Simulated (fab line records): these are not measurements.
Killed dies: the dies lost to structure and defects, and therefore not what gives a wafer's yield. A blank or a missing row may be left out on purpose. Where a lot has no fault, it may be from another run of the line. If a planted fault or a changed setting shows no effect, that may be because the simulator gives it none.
Chamber matching + flow sky130 + 4 sister chambers for SKY_CONTACT_CMP_04 on cmp-02
The step polishes SiO2. 4 wafers are shown with their chamber, then 7 later ones without.

== EACH WAFER AND ITS CHAMBER ==
| wafer  | chamber | motor current A (A) |
|--------|---------|---------------------|
| L602.3 | 2       | 12.2                |
| L602.4 | 0       | 10.9                |
| L608.3 | 3       | 11.9                |
| L609.1 | 1       | 11.6                |

== WAFERS WITH NO CHAMBER GIVEN ==
| wafer  | motor current A (A) |
|--------|---------------------|
| L609.3 | 11.4                |
| L617.2 | 10.4                |
| L617.4 | 12.8                |
| L617.5 | 11.4                |
| L618.2 | 10.7                |
| L618.4 | 12.0                |
| L618.5 | 12.0                |

== WHICH CHAMBER EACH ONE RAN IN ==
| wafer  | from the rows above               | in truth |
|--------|-----------------------------------|----------|
| L609.3 | can't be placed: 1 or 0 or 3 or 2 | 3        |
| L617.2 | 0                                 | 0        |
| L617.4 | can't be placed: 2 or 3 or 1      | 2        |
| L617.5 | can't be placed: 1 or 0 or 3 or 2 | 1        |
| L618.2 | 0                                 | 0        |
| L618.4 | can't be placed: 3 or 2 or 1      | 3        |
| L618.5 | can't be placed: 3 or 2 or 1      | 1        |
Placed correctly: 2 of 7. Can't be placed from these rows: 5 (the true chamber is among the candidates in 5). Number placed wrongly: 0.
How it was worked out, from the rows above alone: a wafer's distance from a chamber is the root of the sum, over the readings, of the square of ((its reading less the chamber's mean) divided by the reading's scatter). If the next closest chamber is less than 2 further off than the closest, the wafer can't be placed; otherwise it belongs to the closest. A chamber's mean is the mean of its shown wafers. The scatter: root of mean squared gap, hidden wafer to nearest shown wafer, with one shown wafer a chamber.
